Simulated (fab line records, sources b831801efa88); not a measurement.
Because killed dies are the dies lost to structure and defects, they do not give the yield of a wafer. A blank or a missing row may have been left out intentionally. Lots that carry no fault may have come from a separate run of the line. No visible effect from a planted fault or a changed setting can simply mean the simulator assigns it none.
A struck lot beside a sound one	flow sky130	23 steps out of a route of 708
Sound: the wafers L962.1, L962.5, L962.6. The struck wafers were L973.1, L973.2, L973.4. Last of all comes the cause.
For every step that has rows: the tool of each side, followed by ch and its chambers, followed by its first start. Under that, the readings that differ: sound wafers	struck wafers	difference of the means	sigmas: that difference in standard deviations of wafers without a fault.
alike: words and numbers the same on both sides, and readings whose means are apart by under 2 such deviations; not compared: readings that were withheld, readings missing a value for some wafer, numbers with overlapping values and no deviation given by the record, and bounds like >300 which may hide the same value.
A row with sigmas, a row that says differs or no value, or rows on one side alone: a step with any of these is where the two part. When numbers do not overlap yet have no deviation, they are printed without sigmas and do not part them. Lack of a reading on every wafer of one side parts them only where that side has two or more wafers.

SKY_METAL3_ETCH_17: etches SiO2 in C4F8/O2/Ar, stops on TiN, time 3.9 s, target depth 15 nm.
  sound on rie_diel-02 ch 2,3, day 38 20:30; struck on rie_diel-04 ch 0,2,3, day 42 11:13
  alike: oes_product_au
SKY_METAL3_METAL_ETCH_18: etches the open film in Cl2/BCl3, stops on SiO2, target depth 845 nm, time 183.1 s.
  sound on rie_metal-04 ch 0,1, day 38 20:31; struck on rie_metal-04 ch 0,1, day 42 11:14
  alike: drypump_motor_current_A, oes_product_au, throttle_valve_pct
  not compared: rf_hours_counter_h
SKY_METAL3_STRIP_19: strips in O2/N2.
  sound on plasma_asher-01 ch 0,1, day 38 20:41; struck on plasma_asher-04 ch 0,1, day 42 11:25
  alike: drypump_motor_current_A, n2_flow_sccm, oes_product_au, strip_time_to_endpoint_s
  not compared: rf_hours_counter_h
then, 4 steps without rows for these wafers: SKY_METAL3_STRIP_20 (strips in post etch residue remover, time 1200 s); SKY_METAL3_CLEAN_21 (cleans in IPA, time 180 s); SKY_METAL3_CLEAN_22 (cleans in O3/DIW); SKY_VIA3_HDPCVD_00 (deposits SiO2, target thk 1635 nm, time 272.5 s).
SKY_VIA3_THK_MEAS_01:
  sound: film_metro-04 at day 38 21:28; struck: film_metro-02 at day 42 12:32
  alike: VIA3_HDPCVD_THK
SKY_VIA3_CMP_02: polishes SiO2.
  sound on cmp-02 ch 0,2,3, day 38 21:40; struck on cmp-01 ch 1,2,3, day 42 12:36
  alike: motor_current_A, slurry_filter_dp_kPa
SKY_VIA3_BOW_MEAS_03:
  sound: film_metro-02 at day 38 21:49; struck: film_metro-02 at day 42 12:54
  alike: VIA3_BOW
then, 2 steps without rows for these wafers: SKY_VIA3_DEHYDRATE_04 (time 60 s); SKY_VIA3_HMDS_05 (prime time 60 s).
SKY_VIA3_COAT_06: resist thk 60 nm.
  sound on litho_track-04 ch 0, day 39 10:35; struck on litho_track-03 ch 0, day 42 23:26
then, 5 steps without rows for these wafers: SKY_VIA3_COAT_07 (resist thk 450 nm); SKY_VIA3_SOFTBAKE_08 (time 90 s); SKY_VIA3_EXPOSE_09 (exposes mask VIM3, target cd 200 nm); SKY_VIA3_PEB_10; SKY_VIA3_DEVELOP_11 (develop time 60 s).
SKY_VIA3_CD_MEAS_12: target cd 200 nm.
  sound: cd_sem-02 at day 39 22:56; struck: cd_sem-01 at day 43 11:53
  alike: cd_nm
SKY_VIA3_OVL_MEAS_13:
  sound: overlay-02 at day 39 23:04; struck: overlay-02 at day 43 12:01
  alike: VIA3_OVL
SKY_VIA3_ETCH_14: etches BARC in N2/H2, stops on SiO2, time 45.9 s, target depth 60 nm.
  sound on rie_diel-01 ch 2,3, day 39 23:05; struck on rie_diel-03 ch 0,1,2, day 43 12:02
reading	sound	struck	difference	sigmas
oes_product_au (a.u.)	0.853 0.851 0.865	0.866 0.882 0.878	+0.019	+4
model.etch.depth_nm (nm)	59.96 60.24 60.03	62.09 62.17 62.5	+2.18	
  alike: drypump_motor_current_A, n2_flow_sccm, throttle_valve_pct
  not compared: rf_hours_counter_h
SKY_VIA3_ETCH_15: etches SiO2 in C4F8/O2/Ar, stops on TiN, target depth 507 nm, time 78 s.
  sound on rie_diel-01 ch 2,3, day 39 23:08; struck on rie_diel-03 ch 0,1,2, day 43 12:05
  alike: oes_product_au
-- the record jumps here: 6 days lie between the struck wafers' starts before and after (it left off in module VIA3 and takes up again in module PAD_OPEN, whose first step shown is number 708 of the route) --
SKY_PAD_OPEN_PROBE_99:
  the record has rows for the struck wafers here (prober-02, day 49 01:55) and none for the sound ones

WHERE THEY PART
First at SKY_VIA3_ETCH_14; last, within this record, at SKY_PAD_OPEN_PROBE_99.

WHY: whatever the simulator had introduced
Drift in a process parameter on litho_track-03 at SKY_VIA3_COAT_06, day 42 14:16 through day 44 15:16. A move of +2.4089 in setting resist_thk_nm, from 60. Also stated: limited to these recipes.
